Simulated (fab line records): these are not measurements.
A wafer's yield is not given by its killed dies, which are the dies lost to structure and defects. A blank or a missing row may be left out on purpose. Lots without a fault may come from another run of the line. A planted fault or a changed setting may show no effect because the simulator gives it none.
Commonality check across tools / flow sky130 / Sample size 13 lots and 39 wafers

== WHAT PROMPTED THE OPENING ==
At SKY_SONOS_TUNNEL_TW_MEAS_12 the reading SONOS_TUNNEL_TW is flagged on 2 of 13 lots. Fault-free wafers read 196.3, with a standard deviation of 1.8.
Rule: a lot is flagged in two cases, either no wafer of it has a number, or all its wafers with numbers fall more than 4 standard deviations from that mean. The rest of the lots are taken to be sound.

lot=L919; measured=day 11 14:24; on=filmMetro-02; SONOS_TUNNEL_TW, wafer by wafer=193.8 193.7 193.5; flag=
lot=L920; measured=day 11 18:03; on=filmMetro-02; SONOS_TUNNEL_TW, wafer by wafer=192.4 194.5 194.0; flag=
lot=L921; measured=day 12 01:20; on=filmMetro-01; SONOS_TUNNEL_TW, wafer by wafer=180.7 181.3 181.6; flag=FLAGGED
lot=L922; measured=day 12 16:35; on=filmMetro-03; SONOS_TUNNEL_TW, wafer by wafer=184.2 183.9 185.2; flag=FLAGGED
lot=L931; measured=day 15 12:47; on=filmMetro-02; SONOS_TUNNEL_TW, wafer by wafer=196.2 195.1 195.2; flag=
lot=L932; measured=day 15 21:32; on=filmMetro-01; SONOS_TUNNEL_TW, wafer by wafer=195.8 196.0 196.2; flag=
lot=L935; measured=day 16 19:09; on=filmMetro-01; SONOS_TUNNEL_TW, wafer by wafer=194.6 193.4 193.8; flag=
lot=L937; measured=day 17 06:25; on=filmMetro-01; SONOS_TUNNEL_TW, wafer by wafer=195.6 195.3 195.4; flag=
lot=L938; measured=day 17 18:57; on=filmMetro-01; SONOS_TUNNEL_TW, wafer by wafer=194.7 194.7 196.0; flag=
lot=L939; measured=day 18 01:09; on=filmMetro-02; SONOS_TUNNEL_TW, wafer by wafer=193.9 193.6 195.0; flag=
lot=L940; measured=day 18 08:10; on=filmMetro-01; SONOS_TUNNEL_TW, wafer by wafer=198.3 197.5 197.2; flag=
lot=L941; measured=day 18 19:26; on=filmMetro-01; SONOS_TUNNEL_TW, wafer by wafer=197.4 197.6 197.6; flag=
lot=L942; measured=day 19 04:53; on=filmMetro-03; SONOS_TUNNEL_TW, wafer by wafer=199.7 200.6 200.4; flag=
Average over the flagged lots: 182.8; offset from the usual -13.5, equal to -7 standard deviations.

== WHICH TOOL RAN EACH LOT ==
The record holds 1 process step before the reading, out of a route of 708 steps. Read each cell as the tool, then ch plus the chambers that the sampled wafers visited, then the start.
lot=L919; flag=; SKY_SONOS_TUNNEL_IMPLANT_09=implanter-01 ch 0, day 11 14:00
lot=L920; flag=; SKY_SONOS_TUNNEL_IMPLANT_09=implanter-01 ch 0, day 11 17:39
lot=L921; flag=FLAGGED; SKY_SONOS_TUNNEL_IMPLANT_09=implanter-01 ch 0, day 12 00:55
lot=L922; flag=FLAGGED; SKY_SONOS_TUNNEL_IMPLANT_09=implanter-01 ch 0, day 12 16:10
lot=L931; flag=; SKY_SONOS_TUNNEL_IMPLANT_09=implanter-02 ch 0, day 15 12:22
lot=L932; flag=; SKY_SONOS_TUNNEL_IMPLANT_09=implanter-04 ch 0, day 15 21:09
lot=L935; flag=; SKY_SONOS_TUNNEL_IMPLANT_09=implanter-01 ch 0, day 16 18:46
lot=L937; flag=; SKY_SONOS_TUNNEL_IMPLANT_09=implanter-02 ch 0, day 17 05:55
lot=L938; flag=; SKY_SONOS_TUNNEL_IMPLANT_09=implanter-02 ch 0, day 17 18:34
lot=L939; flag=; SKY_SONOS_TUNNEL_IMPLANT_09=implanter-02 ch 0, day 18 00:46
lot=L940; flag=; SKY_SONOS_TUNNEL_IMPLANT_09=implanter-02 ch 0, day 18 07:45
lot=L941; flag=; SKY_SONOS_TUNNEL_IMPLANT_09=implanter-02 ch 0, day 18 19:03
lot=L942; flag=; SKY_SONOS_TUNNEL_IMPLANT_09=implanter-04 ch 0, day 19 04:28
These steps, and what they do:
- SKY_SONOS_TUNNEL_IMPLANT_09
- SKY_SONOS_TUNNEL_TW_MEAS_12

== FLAGGED OVER TOTAL, TOOL BY TOOL (the gauges that took the reading come last) ==
step=SKY_SONOS_TUNNEL_IMPLANT_09; tool=implanter-01; lots run=5; flagged=2; share of the flagged lots=all; sound lots run after its first flagged lot=1 (L935)
step=SKY_SONOS_TUNNEL_IMPLANT_09; tool=implanter-02; lots run=6; flagged=0; share of the flagged lots=none; sound lots run after its first flagged lot=-
step=SKY_SONOS_TUNNEL_IMPLANT_09; tool=implanter-04; lots run=2; flagged=0; share of the flagged lots=none; sound lots run after its first flagged lot=-
step=SKY_SONOS_TUNNEL_TW_MEAS_12; tool=filmMetro-01; lots run=7; flagged=1; share of the flagged lots=some; sound lots run after its first flagged lot=6 (L932,L935,L937,L938,L940,L941)
step=SKY_SONOS_TUNNEL_TW_MEAS_12; tool=filmMetro-02; lots run=4; flagged=0; share of the flagged lots=none; sound lots run after its first flagged lot=-
step=SKY_SONOS_TUNNEL_TW_MEAS_12; tool=filmMetro-03; lots run=2; flagged=1; share of the flagged lots=some; sound lots run after its first flagged lot=1 (L942)

== WHAT IS ALLOWED BY THE TABLE ==
All flagged lots share 1 row of the table, namely implanter-01 at SKY_SONOS_TUNNEL_IMPLANT_09.
- implanter-01 at SKY_SONOS_TUNNEL_IMPLANT_09: 2 of its 5 lots flagged. Lots that were sound ran on it after the first flagged one (L935); a persistent fault on the entire tool would not allow that. Its own readings (beamOnS, faradayCurrentUA) fall more than 4 standard deviations out on all wafers of the flagged lots.
No row of the table ran every flagged lot and no sound lot after the first.

== WHAT THE SIMULATOR HAD PUT IN ==
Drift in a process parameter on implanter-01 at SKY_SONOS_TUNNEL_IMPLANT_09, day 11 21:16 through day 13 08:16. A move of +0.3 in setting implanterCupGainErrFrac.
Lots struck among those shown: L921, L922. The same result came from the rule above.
